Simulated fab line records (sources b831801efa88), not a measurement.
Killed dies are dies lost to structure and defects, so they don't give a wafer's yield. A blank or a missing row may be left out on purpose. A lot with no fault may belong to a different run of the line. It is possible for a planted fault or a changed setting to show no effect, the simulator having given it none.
A single fault, viewed from 2 desks    flow sky130    each desk holds nothing but its own numbers, with what lay behind them at the end

AT THE METROLOGY DESK
What the gauges read for every lot (on any tool): the sampled wafers with a number, averaged. If a lot's mean is further than 4 standard deviations from the usual mean, the lot is out of limits and carries the mark OUT (the distance appears in the brackets).
Columns: A = cd nm at SKY_CONTACT_CD_MEAS_14, usual 170.2 nm; B = CONTACT_OVL at SKY_CONTACT_OVL_MEAS_15, usual -5 nm
lot   first seen here  A      B
L160  day 31 20:24     171.0  -5
L171  day 35 15:17     168.9  1
L173  day 36 17:34     170.4  -8
L175  day 36 23:22     173.3  -2
L177  day 37 14:38     168.2  -1
This desk's verdict: no lot among the 5 shows anything out of limits.

AT THE TOOL OWNER'S DESK: pvd sputter-02
The tool's own readings at SKY_CONTACT_SPUTTER_23 (material TiN, target thk 20 nm, time 80 s): means of the sampled wafers that have a number, for each lot that ran on this tool. If a lot's mean is further than 4 standard deviations from the usual mean, the lot is out of limits and carries the mark OUT (the distance appears in the brackets).
Columns: A = chamber pressure pa at SKY_CONTACT_SPUTTER_23, usual 5.000 Pa; B = throttle valve pct at SKY_CONTACT_SPUTTER_23, usual 30.4 %
lot   first seen here  A      B
L171  day 35 16:10     5.005  30.7
L175  day 37 00:15     4.999  31.2
This desk's verdict: no lot among the 2 shows anything out of limits.

ALL TOGETHER
Metrology desk: nothing out of limits seen.
The tool owner's desk saw nothing out of limits.

WHAT WAS PUT IN BY THE SIMULATOR
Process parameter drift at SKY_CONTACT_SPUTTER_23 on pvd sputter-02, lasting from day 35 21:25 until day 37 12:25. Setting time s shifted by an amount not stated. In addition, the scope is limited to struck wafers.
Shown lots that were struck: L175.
